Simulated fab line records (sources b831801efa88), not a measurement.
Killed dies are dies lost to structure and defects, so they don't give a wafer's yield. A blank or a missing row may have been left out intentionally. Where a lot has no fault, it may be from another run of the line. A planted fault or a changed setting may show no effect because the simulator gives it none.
The tool behind it: which one? | flow sky130 | 40 wafers from 16 lots sampled at 5 of the route's 708 steps

WHAT EACH GAUGE READ, for each wafer
Not one reading of a measure or inspect step in the record can be checked against a usual standard deviation.

WHAT TOOL EACH LOT RAN ON (gives the tool, then ch and the chambers of the sampled wafers, and finally the start)
lot  | SKY_METAL1_STRIP_20                  | SKY_METAL2_SPUTTER_01        | SKY_METAL2_SPUTTER_03        | SKY_METAL2_STRIP_20                  | SKY_PAD_OPEN_PROBE_99
L176 | plasma_asher-01 ch 0,1, day 34 11:32 | pvd_sputter-01, day 35 16:41 | pvd_sputter-01, day 35 16:44 | plasma_asher-04 ch 0,1, day 36 19:11 | -
L179 | plasma_asher-02 ch 0,1, day 34 12:05 | pvd_sputter-04, day 35 17:29 | pvd_sputter-04, day 35 17:32 | plasma_asher-04 ch 0,1, day 36 20:41 | -
L178 | plasma_asher-02 ch 0,1, day 34 21:23 | pvd_sputter-01, day 36 02:04 | pvd_sputter-01, day 36 02:07 | plasma_asher-04 ch 0,1, day 37 04:47 | -
L181 | plasma_asher-02 ch 0,1, day 35 05:22 | pvd_sputter-01, day 36 10:10 | pvd_sputter-01, day 36 10:13 | plasma_asher-04 ch 0,1, day 37 11:46 | prober-02, day 47 13:15
L182 | plasma_asher-03 ch 0,1, day 35 10:43 | pvd_sputter-03, day 36 15:39 | pvd_sputter-03, day 36 15:42 | plasma_asher-04 ch 0,1, day 37 18:16 | -
L183 | plasma_asher-02 ch 0,1, day 35 20:01 | pvd_sputter-03, day 37 00:39 | pvd_sputter-03, day 37 00:42 | plasma_asher-01 ch 0,1, day 38 03:01 | prober-01, day 48 03:28
L185 | plasma_asher-01 ch 0,1, day 36 12:59 | pvd_sputter-03, day 37 17:16 | pvd_sputter-03, day 37 17:19 | plasma_asher-04 ch 0,1, day 38 18:50 | -
L187 | plasma_asher-02 ch 0,1, day 37 01:46 | pvd_sputter-03, day 38 06:26 | pvd_sputter-03, day 38 06:29 | plasma_asher-04 ch 0,1, day 39 07:44 | -
L188 | plasma_asher-03 ch 0,1, day 37 06:34 | pvd_sputter-01, day 38 10:40 | pvd_sputter-01, day 38 10:43 | plasma_asher-01 ch 0,1, day 39 11:46 | -
L191 | plasma_asher-01 ch 0,1, day 38 10:49 | pvd_sputter-01, day 39 13:29 | pvd_sputter-01, day 39 13:32 | plasma_asher-03 ch 0,1, day 40 13:50 | -
L192 | plasma_asher-02 ch 0,1, day 38 11:16 | pvd_sputter-04, day 39 14:08 | pvd_sputter-04, day 39 14:11 | plasma_asher-01 ch 0,1, day 40 14:53 | -
L193 | plasma_asher-03 ch 0,1, day 38 17:47 | pvd_sputter-04, day 39 20:29 | pvd_sputter-04, day 39 20:32 | plasma_asher-03 ch 0,1, day 40 21:23 | -
L195 | plasma_asher-01 ch 0, day 39 13:22   | pvd_sputter-04, day 40 16:24 | pvd_sputter-04, day 40 16:26 | plasma_asher-03 ch 0, day 41 16:18   | -
L196 | plasma_asher-01 ch 1, day 39 18:19   | pvd_sputter-01, day 40 21:34 | pvd_sputter-01, day 40 21:37 | plasma_asher-03 ch 0, day 41 22:15   | -
L197 | plasma_asher-03 ch 1, day 39 19:46   | pvd_sputter-03, day 40 23:03 | pvd_sputter-03, day 40 23:06 | plasma_asher-03 ch 0, day 42 00:07   | -
L198 | plasma_asher-01 ch 0, day 40 04:23   | pvd_sputter-01, day 41 07:02 | pvd_sputter-01, day 41 07:05 | plasma_asher-03 ch 0, day 42 06:48   | -
- SKY_METAL1_STRIP_20: strips in O2/N2.
- SKY_METAL2_SPUTTER_01: material TiN, target thk 20 nm, time 16.7 s.
- SKY_METAL2_SPUTTER_03: material Ti, target thk 5 nm, time 3.3 s.
- SKY_METAL2_STRIP_20: strips in O2/N2.
- SKY_PAD_OPEN_PROBE_99

WHAT THE TOOLS THEMSELVES READ (means of the sampled wafers that have a number; where no wafer has one, the mark that the record gives instead)
SKY_METAL1_STRIP_20. Usual: drypump_motor_current_A 5.7 A, standard deviation 0.31; oes_product_au 0.343 a.u., standard deviation 0.0048; strip_time_to_endpoint_s 2.70 s, standard deviation 0.035.
lot  | tool            | drypump_motor_current_A (A) | oes_product_au (a.u.) | strip_time_to_endpoint_s (s) | flag
L176 | plasma_asher-01 | 6.1                         | 0.345                 | 2.71                         |
L179 | plasma_asher-02 | 5.8                         | 0.346                 | 2.68                         |
L178 | plasma_asher-02 | 5.9                         | 0.343                 | 2.68                         |
L181 | plasma_asher-02 | 5.6                         | 0.343                 | 2.71                         |
L182 | plasma_asher-03 | 5.5                         | 0.336                 | 2.67                         |
L183 | plasma_asher-02 | 5.8                         | 0.340                 | 2.71                         |
L185 | plasma_asher-01 | 6.1                         | 0.341                 | 2.69                         |
L187 | plasma_asher-02 | 5.6                         | 0.344                 | 2.69                         |
L188 | plasma_asher-03 | 5.6                         | 0.342                 | 2.68                         |
L191 | plasma_asher-01 | 5.9                         | 0.345                 | 2.72                         |
L192 | plasma_asher-02 | 5.8                         | 0.348                 | 2.70                         |
L193 | plasma_asher-03 | 5.6                         | 0.343                 | 2.70                         |
L195 | plasma_asher-01 | 5.7                         | 0.347                 | 2.71                         |
L196 | plasma_asher-01 | 6.3                         | 0.340                 | 2.69                         |
L197 | plasma_asher-03 | 5.6                         | 0.345                 | 2.79                         |
L198 | plasma_asher-01 | 5.7                         | 0.353                 | 2.78                         |

SKY_METAL2_SPUTTER_01. Usual: 30.3 % for throttle_valve_pct, sd 1.2.
lot  | tool           | throttle_valve_pct (%) | flag
L176 | pvd_sputter-01 | 30.7                   |
L179 | pvd_sputter-04 | 30.5                   |
L178 | pvd_sputter-01 | 31.1                   |
L181 | pvd_sputter-01 | 31.0                   |
L182 | pvd_sputter-03 | 29.6                   |
L183 | pvd_sputter-03 | 30.0                   |
L185 | pvd_sputter-03 | 29.2                   |
L187 | pvd_sputter-03 | 30.0                   |
L188 | pvd_sputter-01 | 30.4                   |
L191 | pvd_sputter-01 | 31.2                   |
L192 | pvd_sputter-04 | 30.5                   |
L193 | pvd_sputter-04 | 29.4                   |
L195 | pvd_sputter-04 | 31.4                   |
L196 | pvd_sputter-01 | 31.8                   |
L197 | pvd_sputter-03 | 31.9                   |
L198 | pvd_sputter-01 | 31.0                   |

SKY_METAL2_SPUTTER_03. Usual: 30.3 % for throttle_valve_pct, sd 1.2.
lot  | tool           | throttle_valve_pct (%) | flag
L176 | pvd_sputter-01 | 30.8                   |
L179 | pvd_sputter-04 | 30.4                   |
L178 | pvd_sputter-01 | 31.2                   |
L181 | pvd_sputter-01 | 31.0                   |
L182 | pvd_sputter-03 | 29.6                   |
L183 | pvd_sputter-03 | 30.2                   |
L185 | pvd_sputter-03 | 29.2                   |
L187 | pvd_sputter-03 | 30.1                   |
L188 | pvd_sputter-01 | 30.2                   |
L191 | pvd_sputter-01 | 31.2                   |
L192 | pvd_sputter-04 | 30.4                   |
L193 | pvd_sputter-04 | 29.4                   |
L195 | pvd_sputter-04 | 31.9                   |
L196 | pvd_sputter-01 | 31.7                   |
L197 | pvd_sputter-03 | 31.8                   |
L198 | pvd_sputter-01 | 30.8                   |

SKY_METAL2_STRIP_20. Usual: drypump_motor_current_A 6.1 A, standard deviation 0.49; oes_product_au 0.344 a.u., standard deviation 0.0051; strip_time_to_endpoint_s 2.73 s, standard deviation 0.035.
lot  | tool            | drypump_motor_current_A (A) | oes_product_au (a.u.) | strip_time_to_endpoint_s (s) | flag
L176 | plasma_asher-04 | 6.5                         | 0.347                 | 2.75                         |
L179 | plasma_asher-04 | 6.6                         | 0.342                 | 2.74                         |
L178 | plasma_asher-04 | 6.5                         | 0.347                 | 2.73                         |
L181 | plasma_asher-04 | 6.5                         | 0.339                 | 2.74                         |
L182 | plasma_asher-04 | 6.5                         | 0.346                 | 2.76                         |
L183 | plasma_asher-01 | 5.9                         | 0.344                 | 2.69                         |
L185 | plasma_asher-04 | 6.5                         | 0.347                 | 2.76                         |
L187 | plasma_asher-04 | 6.6                         | 0.344                 | 2.70                         |
L188 | plasma_asher-01 | 6.1                         | 0.341                 | 2.72                         |
L191 | plasma_asher-03 | 5.6                         | 0.341                 | 2.68                         |
L192 | plasma_asher-01 | 6.1                         | 0.338                 | 2.72                         |
L193 | plasma_asher-03 | 5.5                         | 0.344                 | 2.72                         |
L195 | plasma_asher-03 | 5.4                         | 0.350                 | 2.77                         |
L196 | plasma_asher-03 | 5.5                         | 0.341                 | 2.76                         |
L197 | plasma_asher-03 | 5.5                         | 0.340                 | 2.68                         |
L198 | plasma_asher-03 | 5.5                         | 0.335                 | 2.73                         |

SKY_PAD_OPEN_PROBE_99. Usual: killed_at_M0_to_M3 44, standard deviation 6.7; killed_at_M4_up 3.1, standard deviation 1.8; killed_at_contacts 24, standard deviation 5.1; killed_at_front_end 16, standard deviation 4.7; killed_at_other 0.3, standard deviation 0.59; killed_dies 88, standard deviation 9.6; killed_open 48, standard deviation 7.3; killed_short 39, standard deviation 6.5.
lot  | tool      | killed_at_M0_to_M3 | killed_at_M4_up | killed_at_contacts | killed_at_front_end | killed_at_other | killed_dies | killed_open | killed_short | flag
L181 | prober-02 | 38                 | 5.0             | 21                 | 15                  | 0.0             | 79          | 45          | 34           |
L183 | prober-01 | 52                 | 2.0             | 25                 | 13                  | 0.0             | 92          | 53          | 39           |

THE ANSWER, worked out from the rows above alone
Rule: lot off if the mean of its wafers having a number is beyond 3 standard deviations from the usual mean. A lot without any number at a reading at which 4 lots or more have one is off too. Where the step has rows for the other lots, those lots are counted as sound. After the gauges, taken in route order, come the tools' own readings; for these a lot's mean is taken, as printed above. The first step at which some lot is off is used, and at that step the reading that is off furthest; a lot without a number counts as furthest.
Across all readings shown, no lot is off: no conclusion can be drawn from this.

WHAT THE SIMULATOR HAD INSERTED
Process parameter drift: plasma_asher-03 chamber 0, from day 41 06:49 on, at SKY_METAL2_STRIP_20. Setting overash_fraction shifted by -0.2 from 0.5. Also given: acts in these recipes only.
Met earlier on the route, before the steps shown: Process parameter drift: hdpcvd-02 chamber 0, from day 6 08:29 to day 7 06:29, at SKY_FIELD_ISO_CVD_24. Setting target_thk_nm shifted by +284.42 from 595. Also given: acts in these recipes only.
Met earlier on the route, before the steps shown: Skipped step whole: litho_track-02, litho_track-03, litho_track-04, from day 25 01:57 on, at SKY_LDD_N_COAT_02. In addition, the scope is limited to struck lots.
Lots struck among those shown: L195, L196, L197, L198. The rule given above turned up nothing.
